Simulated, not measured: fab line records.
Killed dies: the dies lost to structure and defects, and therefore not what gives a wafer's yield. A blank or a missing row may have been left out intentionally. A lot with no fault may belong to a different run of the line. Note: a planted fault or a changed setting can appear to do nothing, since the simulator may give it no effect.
The tool behind it: which one? | flow sky130 | Sampling: 7 lots, 20 wafers, 2 of 708 route steps

== WHAT THE GAUGES SHOWED, per wafer ==
SKY_METAL1_CD_MEAS_15: target cd 140 nm.
lot  | measured     | on       | cdNm (nm)
L119 | day 33 17:08 | cdSem-01 | 142.3 142.1 142.0
L127 | day 36 02:21 | cdSem-01 | 140.9 91.5 141.4 91.7
L132 | day 37 12:44 | cdSem-02 | 141.5 141.3 141.3
L135 | day 38 08:40 | cdSem-01 | 140.4 139.7 139.2
L137 | day 38 20:14 | cdSem-01 | 141.0 139.9 140.3
L139 | day 39 08:31 | cdSem-02 | 139.8 139.1 140.3
L140 | day 39 16:04 | cdSem-01 | 137.9 139.0 136.9

== WHAT TOOL EACH LOT RAN ON (gives the tool, then ch and the chambers of the sampled wafers, and finally the start) ==
lot  | SKY_METAL1_EXPOSE_12
L119 | krfScanner-01 ch 0, day 33 04:01
L127 | krfScanner-01 ch 0, day 35 13:48
L132 | krfScanner-02 ch 0, day 36 23:33
L135 | krfScanner-02 ch 0, day 37 20:28
L137 | krfScanner-02 ch 0, day 38 07:17
L139 | krfScanner-02 ch 0, day 38 21:08
L140 | krfScanner-01 ch 0, day 39 04:22
- SKY_METAL1_EXPOSE_12: exposes mask MM1, target cd 140 nm.

== THE ANSWER, worked out from the rows above alone ==
Rule: the usual values come from the lots themselves. Put in order of their means at a reading, lots are off if they are a third of the lots or fewer, leave a main group of 4 or more, and stand apart from it by a gap of 3 or more times the standard deviation of the main group's means; of several such gaps the widest counts. The tables above print the reading to a certain number of digits; a main group whose means all agree to those digits is not used. A lot without any number at a reading at which 4 lots or more have one is off too. All remaining lots with rows at the step are treated as sound.
Off: L127, at SKY_METAL1_CD_MEAS_15 (cdNm). Main group: mean 140.2 nm, sd 1.3.
A tool fits if, at a process step before that reading, it ran every lot that is off, and no sound lot after the first of them. The gauges at SKY_METAL1_CD_MEAS_15 are tried like those tools. Of those tried, none fits.

== WHAT THE SIMULATOR PUT IN ==
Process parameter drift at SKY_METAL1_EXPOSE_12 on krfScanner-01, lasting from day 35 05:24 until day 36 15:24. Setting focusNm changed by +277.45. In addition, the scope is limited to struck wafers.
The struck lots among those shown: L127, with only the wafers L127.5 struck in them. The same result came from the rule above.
